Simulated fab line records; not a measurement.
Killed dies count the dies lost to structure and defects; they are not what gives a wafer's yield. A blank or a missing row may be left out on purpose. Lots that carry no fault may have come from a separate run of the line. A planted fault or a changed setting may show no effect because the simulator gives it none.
A single fault, viewed from 2 desks | flow gf180mcu | each desk holds nothing but its own numbers, with what lay behind them at the end

## DESK OF THE TOOL OWNER: implanter-01
The tool's own readings at GF_NWELL_IMPLANT_09, given as means over the sampled wafers that have a number, one for each lot that went through this tool. Marked OUT: a lot whose mean sits more than 4 standard deviations from the usual mean, which makes it out of limits; the brackets give that distance.
Columns: A = dose-ions-cm2 at GF_NWELL_IMPLANT_09, usual 4e+12; B = faraday-current-uA at GF_NWELL_IMPLANT_09, usual 22.6
lot  | first seen here | A                       | B
L374 | day 3 18:18     | 4e+12                   | 22.8
L378 | day 4 19:41     | 4e+12                   | 22.7
L379 | day 5 02:40     | 4e+12                   | 22.4
L381 | day 5 09:16     | 3e+12 (-99 or more) OUT | 19.7 (-5.9) OUT
L388 | day 7 00:06     | 3e+12 (-99 or more) OUT | 19.7 (-5.9) OUT
This desk's finding: out of limits on L381, L388; first on L381, day 5 09:16 (dose-ions-cm2 at GF_NWELL_IMPLANT_09). L374, L378, L379: within limits.

## AT THE METROLOGY DESK
Lot by lot, what the gauges showed, no matter which tool ran the lot: averages of those sampled wafers that carry a number. Marked OUT: a lot whose mean sits more than 4 standard deviations from the usual mean, which makes it out of limits; the brackets give that distance.
Columns: A = NWELL_OVL at GF_NWELL_OVL_MEAS_07, usual 1.0 nm; B = NWELL_RS at GF_VT_IMPLANT_RS_MEAS_47, usual 488.2 ohm/sq
lot  | first seen here | A    | B
L374 | day 3 18:00     | 0.5  | 487.3
L375 | day 4 02:30     | 1.1  | 489.2
L377 | day 4 12:32     | 1.2  | 486.0
L378 | day 4 19:29     | 3.2  | 487.5
L379 | day 5 02:29     | 1.2  | 487.9
L381 | day 5 09:05     | 0.1  | 498.3 (+7.8) OUT
L380 | day 5 09:48     | 2.1  | 486.7
L388 | day 6 23:54     | 0.5  | 497.7 (+7.3) OUT
L391 | day 7 14:20     | 1.5  | 488.2
L393 | day 8 03:11     | -0.0 | 487.6
L394 | day 8 08:47     | 1.2  | 488.4
L395 | day 8 15:11     | 1.4  | 486.7
This desk's finding: out of limits on L381, L388; first on L381, day 9 23:57 (NWELL_RS at GF_VT_IMPLANT_RS_MEAS_47). L374, L375, L377, L378, L379, L380, L391, L393, L394, L395: within limits.

## ALL TOGETHER
The tool owner's desk had the chance to raise an alarm at day 5 09:16 on L381, L388.
The metrology desk could have raised an alarm at day 9 23:57, on L381, L388.
Every lot named ran GF_NWELL_IMPLANT_09 on implanter-01.

## WHAT THE SIMULATOR HAD PUT IN
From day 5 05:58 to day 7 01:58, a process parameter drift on implanter-01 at GF_NWELL_IMPLANT_09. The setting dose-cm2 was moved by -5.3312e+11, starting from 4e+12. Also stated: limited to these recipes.
Lots struck among those shown: L381, L388.
Hours from the fault's start to each desk's first reading out of limits: the tool owner's desk, 3; the metrology desk, 114.
